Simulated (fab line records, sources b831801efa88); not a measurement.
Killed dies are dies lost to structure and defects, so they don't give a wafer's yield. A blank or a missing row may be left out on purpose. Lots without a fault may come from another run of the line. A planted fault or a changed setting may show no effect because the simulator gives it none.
Split-lot experiment | flow gf180mcu | 5 lots, 23 wafers read, on a route of 602 steps

THE SPLIT
At GF_HV_LDD_IMPLANT_48, the setting dose_cm2 was moved away from the recipe's 3e+13 on 10 of the 23 wafers read, by -6.7% to +5.3%. The other wafers ran this setting at the recipe's value.

FROM THE SPLIT TO THE READING: what the file shows between them, 1 step
- GF_HV_LDD_STRIP_49: strips in O2/N2

THE READING
HV_LDD_4_TW, at GF_HV_LDD_TW_MEAS_50. Fault-free wafers of this fab line usually give 576, standard deviation 5.8.

wafer  | tool, chamber at the split | dose_cm2 as run | against the recipe | HV_LDD_4_TW | against lot-mates on the recipe
L074.1 | implanter-02, 0            | 3e+13           | recipe             | 581         | -
L074.2 | implanter-02, 0            | 3.16e+13        | +5.3%              | 589         | +10
L074.3 | implanter-02, 0            | 3.16e+13        | +5.3%              | 592         | +12
L074.4 | implanter-02, 0            | 3e+13           | recipe             | 578         | -
L074.5 | implanter-02, 0            | 3.16e+13        | +5.3%              | 590         | +10
L076.2 | implanter-01, 0            | 3e+13           | recipe             | 569         | -
L076.3 | implanter-01, 0            | 3e+13           | recipe             | 573         | -
L076.6 | implanter-01, 0            | 3e+13           | recipe             | 572         | -
L077.1 | implanter-01, 0            | 3e+13           | recipe             | 582         | -
L077.3 | implanter-01, 0            | 2.799e+13       | -6.7%              | 569         | -12
L077.4 | implanter-01, 0            | 3e+13           | recipe             | 582         | -
L077.5 | implanter-01, 0            | 3e+13           | recipe             | 580         | -
L077.6 | implanter-01, 0            | 2.799e+13       | -6.7%              | 567         | -14
L082.2 | implanter-01, 0            | 2.851e+13       | -5.0%              | 567         | -9
L082.3 | implanter-01, 0            | 3e+13           | recipe             | 575         | -
L082.4 | implanter-01, 0            | 2.851e+13       | -5.0%              | 565         | -11
L082.5 | implanter-01, 0            | 3e+13           | recipe             | 575         | -
L082.6 | implanter-01, 0            | 3e+13           | recipe             | 579         | -
L084.1 | implanter-02, 0            | 2.81e+13        | -6.3%              | 565         | -17
L084.2 | implanter-02, 0            | 3e+13           | recipe             | 584         | -
L084.3 | implanter-02, 0            | 2.81e+13        | -6.3%              | 567         | -15
L084.4 | implanter-02, 0            | 3e+13           | recipe             | 580         | -
L084.5 | implanter-02, 0            | 2.81e+13        | -6.3%              | 567         | -15

THE FIT
A straight line over all 23 wafers: HV_LDD_4_TW changes by +1.97 for each +1% of dose_cm2; r = +0.90; the points scatter about the line by 3.8.
The same after taking each lot's own level away (the mean of its wafers on the recipe; 23 wafers): +2.17 for each +1%; r = +0.98; scatter 1.7.
On that fit, the largest move of dose_cm2 shifts the reading by 15.
The lots' own levels span 571.3 to 582.0, that is 1.8 times the standard deviation above.
So the lot-to-lot level changes the slope little: the two slopes agree.
Check: with one of the wafers moved furthest among these (-6.7%) left out of the fit, the line predicts -15.1 for it against its lot-mates. It came out at -12.3 against them.

THE FILE'S OWN FIT
HV_LDD_4_TW changes by +2.17 for each +1% of dose_cm2, r = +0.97.
